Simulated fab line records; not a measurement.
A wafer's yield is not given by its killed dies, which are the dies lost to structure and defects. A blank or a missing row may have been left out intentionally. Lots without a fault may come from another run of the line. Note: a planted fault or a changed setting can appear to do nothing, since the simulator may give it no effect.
fab line records | flow gf180mcu
[record] lots = 7 wafers = 21 last-day = 34
route steps=602 shown STI@24 DNWELL@32 NWELL@42
lots with no fault: from the same line, run without faults
start-h: hours from the record's opening day to when the first of the lot's shown wafers began | wait-h: hours since the lot's step before | " the same as in the row above | L1.1+2: a row that stands for several wafers | - no value present, or no start provided | * or withheld: withheld | < > ~ a bound
route shown NAME@n: names a module that has steps shown in the file, with the first one's number in the route | usual: average and standard deviation across the fault-free wafers | same: alike in all rows | chamber/n: place in a boat | sites: readings site by site | _std_site: their standard deviation | _edge_site: the outer-site mean with the inner-site mean subtracted | radius-mm: for every site, how far away it sits from the centre of the wafer | mask NAME#n: copy n | behind: the most recent tool/chamber to have shaped the wafer | hold: the reason the lot was held/the length of the hold in hours/how it ended | device: the transistor (n, p or np) that didn't switch | end of line: the same wafers' tests at the end of the route | a step given without rows: its recipe and nothing more | killed: at the first sort, the dies lost to defects and structure; wafer yield is something else | map: a wafer's dies, marking killed ones x, the rest . and places with no die _
set.NAME: the setting as run; set.NAME@STEP: as run at that earlier step | model.NAME: the simulator's own value behind a step, which no gauge read
certain route steps with their lots: each step a table, each wafer a row
services: a tool's chamber out of use, with start hour (start-h, from the record's first day; less than 0 if before it), hours out, and reason
[[steps]]
[step GF_STI_CVD_23]
[recipe] material = SiO2 target-thk-nm = 650 sigma-open-frac = 0.3 time-s = 108.3 temp-c = 600 sih4-flow-sccm = 60 pressure-mtorr = 6
[step GF_STI_THK_MEAS_24]
[recipe] reads = SiO2_of_STI_CVD_23
[usual] STI_CVD_23_THK = 648/5.7
// columns lot.wafer tool chamber start-h wait-h STI_CVD_23_THK[nm]
L959.2 film-metro-01 - 40.79 0.0 635
L959.4 " - " " 646
L959.6 " - " " 636
L960.1 film-metro-01 - 43.02 0.0 651
L960.2 " - " " 648
L960.3 " - " " 655
L961.1 film-metro-03 - 48.35 0.0 656
L961.3 " - " " 644
L961.4 " - " " 638
L965.1 film-metro-03 - 68.59 0.0 652
L965.2 " - " " 647
L965.4 " - " " 650
L972.1 film-metro-01 - 105.59 0.0 649
L972.3 " - " " 647
L972.4 " - " " 647
L973.4 film-metro-03 - 109.59 0.0 642
L973.5 " - " " 659
L973.6 " - " " 657
L980.1 film-metro-01 - 149.63 0.0 648
L980.4 " - " " 652
L980.5 " - " " 654
[step GF_STI_CMP_25]
[recipe] stop-on = Si3N4 t-overpolish-s = 33 down-force-psi = 4 platen-rpm = 60 target-thk-nm = 524.6 pad-velocity-m-s = 0.94248
[usual] motor-current-A = 12.4/0.96 overpolish-run-s = 33.000/0.0088 time-to-endpoint-s = 126/4.3
// columns lot.wafer tool chamber start-h wait-h motor-current-A overpolish-run-s time-to-endpoint-s
L959.2 cmp-01 3 40.89 0.1 13.0 33.000 128
L959.4 " 1 " " 12.0 32.994 125
L959.6 " 3 " " 13.3 32.992 125
L960.3 cmp-01 2 43.13 0.1 11.7 33.006 128
L960.2 " 3 " " 13.0 33.021 126
L960.1 " 0 " " 11.9 32.990 127
L961.4 cmp-02 0 48.41 0.0 14.9 32.999 120
L961.1 " 1 " " 10.9 33.001 121
L961.3 " 3 " " 12.8 32.999 124
L965.2 cmp-01 1 68.67 0.1 11.8 33.005 125
L965.4 " 3 " " 12.9 32.993 127
L965.1 " 0 " " 11.3 32.999 120
L972.4 cmp-02 1 105.82 0.2 11.1 32.998 117
L972.3 " 2 " " 12.7 33.001 116
L972.1 " 3 " " 12.5 33.009 123
L973.4 cmp-02 0 109.62 0.0 13.7 33.012 130
L973.6 " 0 " " 12.7 32.998 137
L973.5 " 1 " " 10.2 32.997 128
L980.4 cmp-02 2 149.73 0.1 12.4 33.009 133
L980.1 " 0 " " 14.1 33.005 131
L980.5 " 2 " " 13.1 33.007 132
[step GF_STI_WET_ETCH_26]
[recipe] chemistry = dHF target-depth-nm = 94 target = SiO2 temp-c = 25 dilution = 10:1 time-s = 188
[step GF_STI_WET_ETCH_27]
[recipe] chemistry = H3PO4 target-depth-nm = 160 target = Si3N4 temp-c = 160 time-s = 1825
[step GF_STI_WET_ETCH_28]
[recipe] chemistry = dHF target-depth-nm = 20 dry = ipa-marangoni target = SiO2 temp-c = 25 dilution = 10:1 time-s = 40
[step GF_STI_OXIDATION_29]
[recipe] temp-c = 900 ambient = O2 stabilise-s = 600 purge-s = 300 target-thk-a = 100 ox-time-s = 1418
[step GF_STI_THK_MEAS_30]
[recipe] reads = SiO2_of_STI_OXIDATION_29
[usual] STI_OXIDATION_02_THK = 10.09/0.22
// columns lot.wafer tool chamber start-h wait-h STI_OXIDATION_02_THK[nm]
L959.2 film-metro-01 - 43.29 0.0 10.34
L959.4 " - " " 10.20
L959.6 " - " " 10.35
L960.1 film-metro-02 - 45.78 0.0 9.71
L960.2 " - " " 9.85
L960.3 " - " " 10.05
L961.1 film-metro-01 - 50.70 0.0 10.01
L961.3 " - " " 10.12
L961.4 " - " " 9.98
L965.1 film-metro-02 - 71.00 0.0 10.11
L965.2 " - " " 10.03
L965.4 " - " " 10.05
L972.1 film-metro-03 - 108.13 0.0 10.06
L972.3 " - " " 9.95
L972.4 " - " " 10.26
L973.4 film-metro-02 - 112.90 0.0 10.04
L973.5 " - " " 10.17
L973.6 " - " " 10.13
L980.1 film-metro-03 - 154.26 0.0 10.10
L980.4 " - " " 10.13
L980.5 " - " " 9.97
[step GF_DNWELL_DEHYDRATE_00]
[recipe] temp-c = 200 time-s = 60
[step GF_DNWELL_HMDS_01]
[recipe] prime-time-s = 60 prime-temp-c = 120
[step GF_DNWELL_COAT_02]
[recipe] spin-rpm = 2000 resist-thk-nm = 3000
[step GF_DNWELL_SOFTBAKE_03]
[recipe] temp-c = 110 time-s = withheld
[step GF_DNWELL_EXPOSE_04]
[recipe] mask-id = DNWELL target-cd-nm = 1700 na = 0.6 source-shape = conventional sigma-outer = 0.6 dose-mj = 260
[usual] exposure-dose-mJ-cm2 = 260.04/0.27 focus-offset-nm = 0.0/0.51 stage-vel-mm-s = 499.99/0.29
// columns lot.wafer tool chamber start-h wait-h mask exposure-dose-mJ-cm2 focus-offset-nm stage-vel-mm-s
L959.2 iline-stepper-01 - 49.30 - DNWELL#0 - - -
L959.4 " - " " DNWELL#0 - - -
L959.6 " - " " DNWELL#0 - - -
L960.1 iline-stepper-01 - 52.41 - DNWELL#0 - - -
L960.2 " - " " DNWELL#0 - - -
L960.3 " - " " DNWELL#0 - - -
L961.1 iline-stepper-01 - 57.51 - DNWELL#0 - - -
L961.3 " - " " DNWELL#0 - - -
L961.4 " - " " DNWELL#0 - - -
L965.1 iline-stepper-01 0 77.55 - DNWELL#0 260.34 -0.4 500.37
L965.2 " 0 " " DNWELL#0 260.12 0.2 500.53
L965.4 " 0 " " DNWELL#0 260.08 -0.7 500.06
L972.1 iline-stepper-02 0 116.11 - DNWELL#0 260.29 -0.8 499.73
L972.3 " 0 " " DNWELL#0 260.20 -0.9 500.07
L972.4 " 0 " " DNWELL#0 259.98 0.0 499.55
L973.4 iline-stepper-02 0 120.52 - DNWELL#0 259.98 0.3 500.23
L973.5 " 0 " " DNWELL#0 259.52 -0.3 499.92
L973.6 " 0 " " DNWELL#0 260.04 0.1 500.07
L980.1 iline-stepper-02 0 162.57 - DNWELL#0 259.85 0.6 500.06
L980.4 " 0 " " DNWELL#0 260.04 0.3 500.37
L980.5 " 0 " " DNWELL#0 259.78 0.0 500.13
[step GF_DNWELL_PEB_05]
[recipe] temp-c = 115 time-s = withheld
[step GF_DNWELL_DEVELOP_06]
[recipe] wall-angle-deg = 90 develop-time-s = 60 dev-temp-c = 23
[step GF_DNWELL_IMPLANT_07]
[recipe] species = P energy-kev = 1500 dose-cm2 = 1e+13 tilt-deg = 0
[step GF_DNWELL_STRIP_08]
[recipe] chemistry = O2/N2 power-w = 1400 pressure-mtorr = 1500 platen-temp-c = 250 o2-flow-sccm = 3000 n2-flow-sccm = 300 overash-fraction = 0.5
[usual] drypump-motor-current-A = 5.5/0.35 heater-power-w = 356/56 oes-product-au = 0.722/0.0048 strip-time-to-endpoint-s = 37.03/0.098
// columns lot.wafer tool chamber start-h wait-h drypump-motor-current-A heater-power-w oes-product-au rf-hours-counter-h strip-time-to-endpoint-s
L959.2 plasma-asher-01 0 56.06 0.1 5.7 340 0.728 38 36.96
L959.4 " 0 " " 5.7 353 0.718 - 36.96
L959.6 " 1 " " 5.2 333 0.713 - 37.02
L960.1 plasma-asher-01 0 58.77 0.1 5.7 351 0.730 38 37.07
L960.2 " 1 " " 5.3 332 0.729 38 37.19
L960.3 " 0 " " 5.7 344 0.718 - 37.15
L961.1 plasma-asher-01 0 64.06 0.1 5.7 349 0.723 39 37.29
L961.3 " 0 " " 5.6 353 0.723 - 37.28
L961.4 " 1 " " 5.3 328 0.726 - 37.28
L965.1 plasma-asher-01 1 84.99 0.1 5.3 335 0.724 41 37.10
L965.2 " 0 " " 5.7 338 0.719 41 37.10
L965.4 " 1 " " 5.3 333 0.730 - 37.09
L972.1 plasma-asher-03 1 123.83 0.1 6.4 329 0.723 35 37.00
L972.3 " 0 " " 5.7 306 0.722 - 36.95
L972.4 " 1 " " 6.4 326 0.729 - 36.95
L973.4 plasma-asher-01 1 126.96 0.1 5.3 334 0.720 - 37.06
L973.5 " 1 " " 5.2 327 0.730 - 37.06
L973.6 " 0 " " 5.6 348 0.720 - 37.04
L980.1 plasma-asher-04 0 170.71 0.1 5.6 302 0.725 52 37.11
L980.4 " 0 " " 5.6 308 0.726 - 37.04
L980.5 " 0 " " 5.7 300 0.717 - 36.94
[step GF_DNWELL_TW_MEAS_09]
[usual] DNWELL_TW = 1352/12
// columns lot.wafer tool chamber start-h wait-h DNWELL_TW
L959.2 film-metro-03 - 56.17 0.1 31
L959.4 " - " " 31
L959.6 " - " " 31
L960.1 film-metro-04 - 58.87 0.1 31
L960.2 " - " " 31
L960.3 " - " " 31
L961.1 film-metro-04 - 64.16 0.1 31
L961.3 " - " " 31
L961.4 " - " " 31
L965.1 film-metro-03 - 85.09 0.1 1341
L965.2 " - " " 1334
L965.4 " - " " 1336
L972.1 film-metro-03 - 123.93 0.1 1365
L972.3 " - " " 1357
L972.4 " - " " 1364
L973.4 film-metro-01 - 127.06 0.1 1334
L973.5 " - " " 1344
L973.6 " - " " 1329
L980.1 film-metro-04 - 170.81 0.1 1353
L980.4 " - " " 1355
L980.5 " - " " 1359
[step GF_NWELL_DEHYDRATE_00]
[recipe] temp-c = 200 time-s = 60
[[services]]
// columns tool chamber start-h hours kind
iline-stepper-01 - 18.90 1.7 pm
iline-stepper-02 - 21.65 4.4 pm
cmp-02 - 26.08 0.6 repair
plasma-asher-01 - 44.98 2.4 repair
iline-stepper-02 - 57.80 2.1 pm
iline-stepper-02 - 59.88 - consumable-replace:lamp
iline-stepper-02 - 61.76 4.4 repair
cmp-02 - 66.16 4.0 pm
cmp-02 - 70.16 - consumable-replace:conditioner
cmp-02 - 70.16 - consumable-replace:pad
plasma-asher-04 - 72.53 3.3 repair
iline-stepper-01 - 87.40 4.5 repair
cmp-02 - 94.05 3.0 repair
iline-stepper-01 - 103.25 14.4 repair
plasma-asher-04 - 107.81 2.8 pm
iline-stepper-02 - 110.40 1.4 repair
cmp-01 - 114.61 0.2 repair
iline-stepper-01 - 117.17 7.2 repair
cmp-01 - 118.01 3.9 pm
plasma-asher-04 - 121.35 0.6 repair
iline-stepper-02 - 144.55 1.4 repair
[[key]]
[first-sign] step = GF_DNWELL_EXPOSE_04 reading = tool-record direction = missing
[effect] step = GF_DNWELL_TW_MEAS_09 reading = DNWELL_TW direction = down sigmas = 99+ usual = 1352 struck = 31
met-at GF_DNWELL_EXPOSE_04
struck-wafers L959.2,L959.4,L959.6,L960.1,L960.2,L960.3,L961.1,L961.3,L961.4
sort-left-out L959.2,L959.4,L959.6,L960.1,L960.2,L960.3,L961.1,L961.3,L961.4
tester-left-out L959,L960,L961
[fault] kind = skipped-step-whole tool = iline-stepper-01 chamber = - onset-h = 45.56 steps = GF_DNWELL_EXPOSE_04 scope = struck-lots-only
// tester-left-out: of these lots the tester's yield and bins aren't shown, on N5 and GAA mostly nor the transistor test; their killed dies are dies lost to structure and defects alone, not to doping, threshold or leakage, so they don't give the yield
// sort-left-out: the simulated sort isn't trusted on such a fault, so these wafers' sort isn't shown, and their yield isn't known
